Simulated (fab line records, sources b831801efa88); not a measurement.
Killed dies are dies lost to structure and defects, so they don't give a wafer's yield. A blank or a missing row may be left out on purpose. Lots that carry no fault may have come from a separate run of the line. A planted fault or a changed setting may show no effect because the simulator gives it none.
Comparing a struck lot with a sound one    flow sfq-line    17 out of 325 route steps
Sound: wafers L179.4, L179.5, L179.6. Struck: wafers L195.1, L195.4, L195.6. The cause is given at the end.
For every step that has rows: the tool of each side, followed by ch and its chambers, followed by its first start. Under that, the readings that differ: sound wafers    struck wafers    difference of the means    sigmas: that difference in standard deviations of wafers without a fault.
alike: same words and numbers on both sides, and readings whose means sit less than 2 such deviations apart. not compared: any withheld reading, any reading some wafer has no value for, any bound like >300 that may hide the same value, and any number with overlapping values for which the record gives no deviation.
A row with sigmas, a row that says differs or no value, or rows on one side alone: a step with any of these is where the two part. Numbers that have no deviation but don't overlap get no sigmas and don't part them. Lack of a reading on every wafer of one side parts them only where that side has two or more wafers.

SFQ_TRILAYER_L0_VIA_BARC_OPEN_VIA_ETCH_021: etches BARC in O2, target depth 125 nm, time 41.7 s.
  sound on rie-diel-01 ch 0,1,2, day 6 21:16; struck on rie-diel-04 ch 0,2,3, day 12 07:13
  alike: drypump-motor-current-A, oes-product-au
  not compared: rf-hours-counter-h
SFQ_TRILAYER_L0_VIA_ETCH_VIA_ETCH_016: etches SiO2 in CHF3, stops on MoNx KI, target depth 80 nm.
  sound on rie-diel-01 ch 0,1,2, day 6 21:18; struck on rie-diel-04 ch 0,2,3, day 12 07:15
  alike: drypump-motor-current-A, oes-product-au
SFQ_TRILAYER_L0_VIA_STRIP_STRIP_017: strips in O2.
  sound on rie-metal-04 ch 0, day 6 21:57; struck on rie-metal-03 ch 0,1, day 12 07:17
  alike: drypump-motor-current-A, he-backside-leak-sccm, oes-product-au, platen-temp-c
  not compared: rf-hours-counter-h
then, 2 steps without rows for these wafers: SFQ_TRILAYER_L0_VIA_STRIP_SOLV_CLEAN_018 (cleans in NMP, time 600 s); SFQ_TRILAYER_M0_DEP_PRE_CLEAN_020 (time 15 s).
SFQ_TRILAYER_M0_DEP_SPUTTER_019: material Nb, target thk 200 nm, time 133.3 s.
  struck on pvd-sputter-05, day 12 08:05; sound on pvd-sputter-04, day 6 22:45
  alike: substrate-temp-c, throttle-valve-pct
SFQ_M0_RS_MEAS_904: the measuring method here is four-point-probe.
  struck on film-metro-02, day 12 08:11; sound on film-metro-02, day 6 22:54
  alike: M0_NB_RS
then, 4 steps without rows for these wafers: SFQ_TRILAYER_M0_LITHO_COAT_026 (resist thk 62 nm); SFQ_TRILAYER_M0_LITHO_COAT_021 (resist thk 600 nm); SFQ_TRILAYER_M0_LITHO_SOFTBAKE_025; SFQ_TRILAYER_M0_LITHO_EXPOSE_022 (exposes mask M0, target cd 500 nm).
-- the record jumps here: 5 days lie between the struck wafers' starts before and after --
SFQ_TRILAYER_M0_LITHO_PEB_024: peb time 60 s.
  sound on litho-track-03 ch 0, day 10 16:40; struck on litho-track-03 ch 0, day 17 16:07
reading                   sound                 struck                difference  sigmas
heater-power-total-W (W)  79.05 79.16 79.23     75.26 75.08 75.19     -3.97       -58
plate-temp-C (C)          114.90 114.97 114.94  110.44 110.73 110.53  -4.37       -40
  alike: resist-line-temp-C
then, 1 step without rows for these wafers: SFQ_TRILAYER_M0_LITHO_DEVELOP_023 (time 60 s).
SFQ_M0_OVL_MEAS_906:
  struck on overlay-01, day 17 16:25; sound on overlay-01, day 10 16:55
  alike: M0_OVL
SFQ_TRILAYER_M0_BARC_OPEN_METAL_ETCH_031: etches BARC in O2, target depth 125 nm, time 41.7 s.
  sound on rie-metal-03 ch 1, day 10 16:59; struck on rie-metal-02 ch 0,1, day 17 16:27
reading              sound              struck             difference  sigmas
model.M0.cd-nm (nm)  500.2 500.2 499.8  592.6 592.9 593.3  +92.9       
  alike: drypump-motor-current-A, he-backside-leak-sccm, oes-product-au
  not compared: rf-hours-counter-h
SFQ_TRILAYER_M0_ETCH_METAL_ETCH_024: etches Nb in Cl2/Ar, stops on SiO2, target depth 240 nm, time 120 s.
  sound on rie-metal-03 ch 1, day 10 17:10; struck on rie-metal-02 ch 0,1, day 17 16:31
reading                       sound            struck             difference  sigmas
he-backside-leak-sccm (sccm)  3.53 3.59 3.63   2.98 3.16 3.02     -0.53       -3
model.M0.cd-nm (nm)           501 500.4 499.4  591.9 591.4 593.4  +92.0       
  alike: drypump-motor-current-A, oes-product-au
  not compared: rf-hours-counter-h
SFQ_TRILAYER_M0_STRIP_STRIP_025: strips in O2.
  sound on rie-metal-03 ch 1, day 10 17:53; struck on rie-metal-02 ch 0,1, day 17 16:38
  alike: drypump-motor-current-A, he-backside-leak-sccm, oes-product-au, platen-temp-c
  not compared: rf-hours-counter-h

== WHERE THEY PART ==
First at SFQ_TRILAYER_M0_LITHO_PEB_024; last, within this record, at SFQ_TRILAYER_M0_ETCH_METAL_ETCH_024. Later steps at which nothing parts them and some readings are alike: SFQ_TRILAYER_M0_STRIP_STRIP_025.

WHY: what the simulator had put in
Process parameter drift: litho-track-03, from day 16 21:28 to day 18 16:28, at SFQ_TRILAYER_M0_LITHO_PEB_024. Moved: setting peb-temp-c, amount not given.
